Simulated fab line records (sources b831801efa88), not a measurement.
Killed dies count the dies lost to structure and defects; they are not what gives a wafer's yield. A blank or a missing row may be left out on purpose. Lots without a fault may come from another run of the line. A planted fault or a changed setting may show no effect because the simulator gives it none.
Chamber matching + flow gf180mcu + cmp-02 running GF_STI_CMP_25: 4 sister chambers
The step polishes, stops on Si3N4, t overpolish 33 s, target thk 524.6 nm. 8 wafers are shown with their chamber, then 8 later ones without.

## WAFERS PAIRED WITH THEIR CHAMBERS
| wafer  | chamber | motor current A (A) | time to endpoint s (s) |
|--------|---------|---------------------|------------------------|
| L921.3 | 0       | 11.8                | 119                    |
| L922.5 | 0       | 11.5                | 113                    |
| L923.5 | 3       | 13.4                | 122                    |
| L924.3 | 1       | 12.6                | 123                    |
| L924.4 | 3       | 12.7                | 126                    |
| L927.3 | 2       | 10.3                | 122                    |
| L927.5 | 1       | 12.5                | 119                    |
| L927.6 | 2       | 10.9                | 120                    |

## WAFERS WITH NO CHAMBER GIVEN
| wafer  | motor current A (A) | time to endpoint s (s) |
|--------|---------------------|------------------------|
| L931.1 | 13.2                | 130                    |
| L931.2 | 11.6                | 122                    |
| L931.4 | 10.1                | 124                    |
| L932.1 | 10.1                | 121                    |
| L932.5 | 10.5                | 122                    |
| L933.1 | 12.8                | 124                    |
| L933.2 | 11.1                | 125                    |
| L933.6 | 12.1                | 127                    |

## CHAMBER TAKEN BY EACH
| wafer  | from the rows above          | in truth |
|--------|------------------------------|----------|
| L931.1 | can't be placed: 3 or 1      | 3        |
| L931.2 | can't be placed: 0 or 1 or 2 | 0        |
| L931.4 | 2                            | 2        |
| L932.1 | 2                            | 2        |
| L932.5 | 2                            | 2        |
| L933.1 | can't be placed: 3 or 1      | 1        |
| L933.2 | can't be placed: 2 or 0      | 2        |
| L933.6 | can't be placed: 1 or 3 or 0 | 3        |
Correct placement for 3 of the 8. From these rows, 5 cannot be placed; in 5 the true chamber is one of the candidates. Placed wrongly: 0.
How it was worked out, from the rows above alone: a wafer's distance from a chamber is the root of the sum, over the readings, of the square of ((its reading less the chamber's mean) divided by the reading's scatter). If the next closest chamber is less than 2 further off than the closest, the wafer can't be placed; otherwise it belongs to the closest. Each chamber's mean is taken over the wafers shown for it. The scatter is the square root of a quotient: the sum, over the shown wafers, of each reading's squared deviation from its chamber's mean, divided by wafers minus chambers.
